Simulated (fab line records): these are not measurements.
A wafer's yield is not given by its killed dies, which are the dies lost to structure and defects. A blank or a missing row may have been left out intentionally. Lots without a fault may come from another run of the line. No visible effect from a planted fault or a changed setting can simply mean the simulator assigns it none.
Chamber matching :: flow sky130 :: SKY_FIELD_ISO_CMP_27 on cmp-02 has 4 sister chambers
The step polishes, stops on Si3N4, t overpolish 16 s, target thk 457.8 nm. 4 wafers are shown with their chamber, then 7 later ones without.

WAFERS PAIRED WITH THEIR CHAMBERS
wafer: L701.6
chamber: 3
motor_current_A (A): 10.9

wafer: L703.6
chamber: 0
motor_current_A (A): 12.3

wafer: L705.1
chamber: 2
motor_current_A (A): 11.5

wafer: L705.3
chamber: 1
motor_current_A (A): 12.7

WAFERS WITHOUT THEIR CHAMBER
wafer: L705.6
motor_current_A (A): 9.9

wafer: L707.1
motor_current_A (A): 13.3

wafer: L707.4
motor_current_A (A): 11.6

wafer: L707.6
motor_current_A (A): 11.4

wafer: L716.4
motor_current_A (A): 11.5

wafer: L716.5
motor_current_A (A): 11.1

wafer: L716.6
motor_current_A (A): 11.9

CHAMBER TAKEN BY EACH
wafer: L705.6
from the rows above: can't be placed: 3 or 2
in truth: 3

wafer: L707.1
from the rows above: can't be placed: 1 or 0
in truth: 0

wafer: L707.4
from the rows above: can't be placed: 2 or 3 or 0
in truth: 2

wafer: L707.6
from the rows above: can't be placed: 2 or 3 or 0
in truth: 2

wafer: L716.4
from the rows above: can't be placed: 2 or 3 or 0
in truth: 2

wafer: L716.5
from the rows above: can't be placed: 3 or 2
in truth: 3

wafer: L716.6
from the rows above: can't be placed: 0 or 2 or 1 or 3
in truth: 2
0 of 7 placed correctly. Unplaceable from these rows: 7, with the true chamber sitting among the candidates in 7. Placed wrongly: 0.
How it was worked out, from the rows above alone: a wafer's distance from a chamber is the root of the sum, over the readings, of the square of ((its reading less the chamber's mean) divided by the reading's scatter). If the next closest chamber is less than 2 further off than the closest, the wafer can't be placed; otherwise it belongs to the closest. A chamber's mean is the mean of its shown wafers. The scatter (one wafer shown for each chamber): square how far every hidden wafer sits from the nearest shown wafer, average those squares and take the square root.
